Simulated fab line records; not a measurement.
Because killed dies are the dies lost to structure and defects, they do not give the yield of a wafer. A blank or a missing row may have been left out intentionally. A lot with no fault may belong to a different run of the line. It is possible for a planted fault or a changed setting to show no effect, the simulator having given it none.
Which tool is to blame? ; flow gf180mcu ; 21 wafers from 7 lots sampled at 2 of the route's 602 steps

== WHAT THE GAUGES READ, wafer by wafer ==
GF_V1_BOW_MEAS_05.
lot;measured;on;V1_BOW (um)
L324;day 17 23:36;filmMetro-02;98 84 88
L327;day 18 22:09;filmMetro-01;74 72 90
L332;day 20 23:28;filmMetro-01;79 81 83
L344;day 25 04:50;filmMetro-01;88 92 81
L346;day 25 12:53;filmMetro-02;78 80 84

== TOOL THAT RAN EACH LOT (tool first, then ch and the chambers of the sampled wafers, then the start) ==
lot;GF_VT_IMPLANT_STRIP_42
L324;plasmaAsher-01 ch 0,1, day 7 23:37
L327;plasmaAsher-03 ch 0,1, day 8 19:52
L332;plasmaAsher-01 ch 0,1, day 10 06:21
L335;plasmaAsher-03 ch 0,1, day 11 03:37
L337;plasmaAsher-04 ch 1, day 11 16:57
L344;plasmaAsher-01 ch 0,1, day 13 14:27
L346;plasmaAsher-03 ch 0, day 14 03:07
- GF_VT_IMPLANT_STRIP_42: strips in O2/N2.

== THE ANSWER, worked out from the rows above alone ==
Rule: usual is defined by the lots themselves. The widest of any qualifying gaps counts: lots, ordered by their means at a reading, are off when they make up no more than a third of the lots, leave a main group of 4 or more, and stand apart from it by 3 or more times the standard deviation of that group's means. If all means in a main group match to the digits the tables above print for the reading, that group is not used. Also off: a lot with no number at a reading for which 4 or more lots have one. Where the step has rows for the other lots, those lots are counted as sound.
None of the lots is off at any reading shown; this tells nothing.

== WHAT HAD BEEN PUT IN BY THE SIMULATOR ==
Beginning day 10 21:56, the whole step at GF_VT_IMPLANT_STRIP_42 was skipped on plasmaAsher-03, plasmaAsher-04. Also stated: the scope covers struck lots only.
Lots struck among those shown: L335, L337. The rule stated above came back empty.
